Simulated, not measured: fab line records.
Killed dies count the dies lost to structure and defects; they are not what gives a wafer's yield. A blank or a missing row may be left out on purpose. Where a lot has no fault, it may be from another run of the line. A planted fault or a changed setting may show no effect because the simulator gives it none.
The tool behind it: which one? + flow gf180mcu + 15 lots with 45 wafers sampled at 4 steps, on a route of 602 steps

== WHAT THE GAUGES READ, wafer by wafer ==
GF_MIM_THK_MEAS_06. Usual: MIM_CVD_05_THK 41.8 nm, standard deviation 0.66.
| lot  | measured     | on            | MIM_CVD_05_THK (nm) | flag |
|------|--------------|---------------|---------------------|------|
| L983 | day 24 14:27 | film_metro-02 | 41.6 41.9 43.0      |      |
| L984 | day 25 00:49 | film_metro-02 | 41.1 42.1 42.1      |      |
| L985 | day 25 08:45 | film_metro-01 | 41.4 41.1 42.0      |      |
| L986 | day 25 15:00 | film_metro-02 | 41.0 40.6 41.8      |      |
| L987 | day 25 22:42 | film_metro-02 | 42.6 42.9 42.4      |      |
| L989 | day 27 04:06 | film_metro-01 | 40.7 42.2 41.5      |      |
| L990 | day 27 08:05 | film_metro-04 | 40.7 41.8 41.6      |      |
| L991 | day 28 02:35 | film_metro-02 | 41.4 41.3 42.0      |      |
| L992 | day 28 13:22 | film_metro-02 | 41.9 42.6 42.5      |      |
| L993 | day 28 18:49 | film_metro-02 | 41.6 41.7 41.6      |      |
| L999 | day 30 02:16 | film_metro-01 | 42.3 42.4 43.0      |      |
| L101 | day 30 08:37 | film_metro-01 | 40.6 40.8 41.4      |      |
| L102 | day 30 12:38 | film_metro-02 | 42.1 41.9 42.3      |      |
| L103 | day 30 18:33 | film_metro-01 | 40.8 41.3 41.9      |      |
| L105 | day 31 09:52 | film_metro-01 | 42.2 42.4 42.5      |      |

GF_TOP_METAL_CD_MEAS_14: target cd 440 nm. Usual: cd_nm reads 439.6 nm (standard deviation 2.6).
| lot  | measured     | on        | cd_nm (nm)        | flag |
|------|--------------|-----------|-------------------|------|
| L983 | day 28 04:32 | cd_sem-01 | 447.4 445.6 446.4 |      |
| L984 | day 28 12:34 | cd_sem-02 | 440.6 439.8 441.5 |      |
| L985 | day 28 20:55 | cd_sem-02 | 441.3 443.5 442.6 |      |
| L986 | day 29 01:22 | cd_sem-01 | 435.7 436.5 438.2 |      |
| L987 | day 29 09:14 | cd_sem-01 | 437.1 438.8 438.9 |      |
| L989 | day 30 11:40 | cd_sem-01 | 442.2 438.4 439.5 |      |
| L993 | day 31 23:40 | cd_sem-02 | 438.3 439.6 439.7 |      |
| L999 | day 33 02:59 | cd_sem-01 | 438.3 437.0 438.1 |      |
| L101 | day 33 08:23 | cd_sem-02 | 441.0 438.8 438.1 |      |
| L102 | day 33 12:01 | cd_sem-01 | 436.3 437.4 436.1 |      |
| L103 | day 33 18:13 | cd_sem-01 | 440.6 442.0 440.5 |      |
| L105 | day 34 06:13 | cd_sem-01 | 438.7 439.1 437.4 |      |

== WHICH TOOL RAN EACH LOT (tool, then ch and the chambers of the sampled wafers, then the start) ==
| lot  | GF_MIM_SPUTTER_01            | GF_V5_PEB_12                      |
|------|------------------------------|-----------------------------------|
| L983 | pvd_sputter-03, day 24 14:18 | litho_track-03 ch 0, day 27 06:43 |
| L984 | pvd_sputter-03, day 25 00:39 | litho_track-03 ch 0, day 27 15:16 |
| L985 | pvd_sputter-04, day 25 08:35 | litho_track-01 ch 0, day 27 23:40 |
| L986 | pvd_sputter-04, day 25 14:50 | litho_track-01 ch 0, day 28 03:55 |
| L987 | pvd_sputter-04, day 25 22:31 | litho_track-03 ch 0, day 28 12:08 |
| L989 | pvd_sputter-03, day 27 03:56 | litho_track-03 ch 0, day 29 15:58 |
| L990 | pvd_sputter-04, day 27 07:56 | litho_track-03, day 29 19:55      |
| L991 | pvd_sputter-03, day 28 02:26 | litho_track-03, day 30 12:55      |
| L992 | pvd_sputter-01, day 28 13:11 | litho_track-03, day 30 22:41      |
| L993 | pvd_sputter-04, day 28 18:40 | litho_track-03 ch 0, day 31 04:07 |
| L999 | pvd_sputter-01, day 30 02:07 | litho_track-03 ch 0, day 32 08:37 |
| L101 | pvd_sputter-03, day 30 08:28 | litho_track-01 ch 0, day 32 14:29 |
| L102 | pvd_sputter-04, day 30 12:29 | litho_track-01 ch 0, day 32 18:05 |
| L103 | pvd_sputter-04, day 30 18:23 | litho_track-03 ch 0, day 33 00:06 |
| L105 | pvd_sputter-04, day 31 09:42 | litho_track-04 ch 0, day 33 13:21 |
- GF_MIM_SPUTTER_01: material TiN, target thk 30 nm, time 25 s.
- GF_V5_PEB_12: peb time 90 s.

== AS READ BY THE TOOLS THEMSELVES (means over the sampled wafers that have a number; for cases with no such wafer, the mark the record gives instead) ==
GF_MIM_SPUTTER_01. Usual: throttle_valve_pct reads 30.3 % (standard deviation 0.83).
| lot  | tool           | throttle_valve_pct (%) | flag |
|------|----------------|------------------------|------|
| L983 | pvd_sputter-03 | 30.3                   |      |
| L984 | pvd_sputter-03 | 30.0                   |      |
| L985 | pvd_sputter-04 | 30.2                   |      |
| L986 | pvd_sputter-04 | 30.3                   |      |
| L987 | pvd_sputter-04 | 30.2                   |      |
| L989 | pvd_sputter-03 | 29.7                   |      |
| L990 | pvd_sputter-04 | 30.1                   |      |
| L991 | pvd_sputter-03 | 30.2                   |      |
| L992 | pvd_sputter-01 | 30.1                   |      |
| L993 | pvd_sputter-04 | 30.2                   |      |
| L999 | pvd_sputter-01 | 29.8                   |      |
| L101 | pvd_sputter-03 | 29.8                   |      |
| L102 | pvd_sputter-04 | 30.1                   |      |
| L103 | pvd_sputter-04 | 30.8                   |      |
| L105 | pvd_sputter-04 | 30.1                   |      |

GF_V5_PEB_12. Usual: chill_plate_temp_C 23.00 C, standard deviation 0.099; exhaust_pa 45.0 Pa, standard deviation 0.83.
| lot  | tool           | chill_plate_temp_C (C) | exhaust_pa (Pa) | flag |
|------|----------------|------------------------|-----------------|------|
| L983 | litho_track-03 | 23.13                  | 45.2            |      |
| L984 | litho_track-03 | 23.09                  | 45.4            |      |
| L985 | litho_track-01 | 23.05                  | 44.6            |      |
| L986 | litho_track-01 | 23.00                  | 45.4            |      |
| L987 | litho_track-03 | 23.03                  | 44.5            |      |
| L989 | litho_track-03 | 23.04                  | 44.4            |      |
| L990 | litho_track-03 | -                      | -               | OFF  |
| L991 | litho_track-03 | -                      | -               | OFF  |
| L992 | litho_track-03 | -                      | -               | OFF  |
| L993 | litho_track-03 | 23.00                  | 44.1            |      |
| L999 | litho_track-03 | 23.03                  | 44.8            |      |
| L101 | litho_track-01 | 22.98                  | 43.7            |      |
| L102 | litho_track-01 | 23.04                  | 44.9            |      |
| L103 | litho_track-03 | 23.13                  | 45.8            |      |
| L105 | litho_track-04 | 23.03                  | 44.8            |      |

== THE ANSWER, worked out from the rows above alone ==
Rule: a lot counts as off when the mean over its wafers that have a number is more than 3 standard deviations away from the usual mean. A lot without any number at a reading at which 4 lots or more have one is off too. All remaining lots with rows at the step are treated as sound. After the gauges, taken in route order, come the tools' own readings; for these a lot's mean is taken, as printed above. At the first step where some lot is off, the reading lying furthest off is the one used; lots without a number count as furthest.
Off at GF_V5_PEB_12 (chill_plate_temp_C): L990, L991, L992. Without a number there: L990, L991, L992.
A tool fits if, at that step or a process step before it, it ran every lot that is off, and no sound lot after the first of them. Not one of the candidates tried fits.

== WHAT THE SIMULATOR HAD PUT IN ==
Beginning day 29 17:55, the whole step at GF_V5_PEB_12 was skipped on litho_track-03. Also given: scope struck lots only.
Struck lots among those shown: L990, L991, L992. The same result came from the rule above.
